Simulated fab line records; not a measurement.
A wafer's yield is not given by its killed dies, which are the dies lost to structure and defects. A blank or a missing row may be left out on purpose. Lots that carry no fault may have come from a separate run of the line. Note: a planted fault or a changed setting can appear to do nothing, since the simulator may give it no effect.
2 desks, one fault    flow gf180mcu    every desk sees just its own numbers, and what lay behind them comes last

== FOR THE TOOL OWNER'S DESK: pecvd-03 ==
The tool's own readings at GF_V2_CVD_02 (deposits SiO2 from TEOS, target thk 850 nm, time 94.851 s): means of the sampled wafers that have a number, for each lot that ran on this tool. A lot is out of limits, marked OUT, if its mean lies more than 4 standard deviations from the usual mean; the brackets give that distance.
Columns: A = heaterPowerW at GF_V2_CVD_02, usual 680 W; B = rfFwdPowerW at GF_V2_CVD_02, usual 596.4 W
lot   first seen here  A    B
L489  day 18 17:38     708  596.2
L490  day 19 06:20     797  596.3
L491  day 20 19:43     722  596.2
L493  day 21 02:56     703  597.6
L495  day 21 12:11     723  597.8
L497  day 22 06:59     730  597.6
L498  day 22 20:55     722  595.7
L506  day 25 08:43     692  597.4
L510  day 26 12:16     726  596.3
L511  day 26 19:36     687  596.5
Result from this desk: across the 10 lots, nothing is out of limits.

== AT THE METROLOGY DESK ==
What the gauges read for every lot (on any tool): the sampled wafers with a number, averaged. A lot is out of limits, marked OUT, if its mean lies more than 4 standard deviations from the usual mean; the brackets give that distance.
Columns: A = V1_W_RS at GF_V1_RS_MEAS_24, usual 0.333 ohm/sq; B = V2_CVD_02_THK at GF_V2_THK_MEAS_03, usual 850 nm
lot   first seen here  A      B
L489  day 17 17:52     0.341  856
L490  day 18 05:25     0.338  833
L491  day 19 18:37     0.334  828
L493  day 20 03:14     0.337  846
L495  day 20 11:04     0.329  851
L497  day 21 06:02     0.335  820
L498  day 21 20:29     0.323  804
L506  day 24 09:41     0.333  854
L508  day 25 00:44     0.337  872
L510  day 25 14:05     0.341  841
L511  day 25 21:23     0.330  847
Result from this desk: across the 11 lots, nothing is out of limits.

== PUT TOGETHER ==
The tool owner's desk saw nothing out of limits.
The metrology desk saw nothing out of limits.

== WHAT HAD BEEN PUT IN BY THE SIMULATOR ==
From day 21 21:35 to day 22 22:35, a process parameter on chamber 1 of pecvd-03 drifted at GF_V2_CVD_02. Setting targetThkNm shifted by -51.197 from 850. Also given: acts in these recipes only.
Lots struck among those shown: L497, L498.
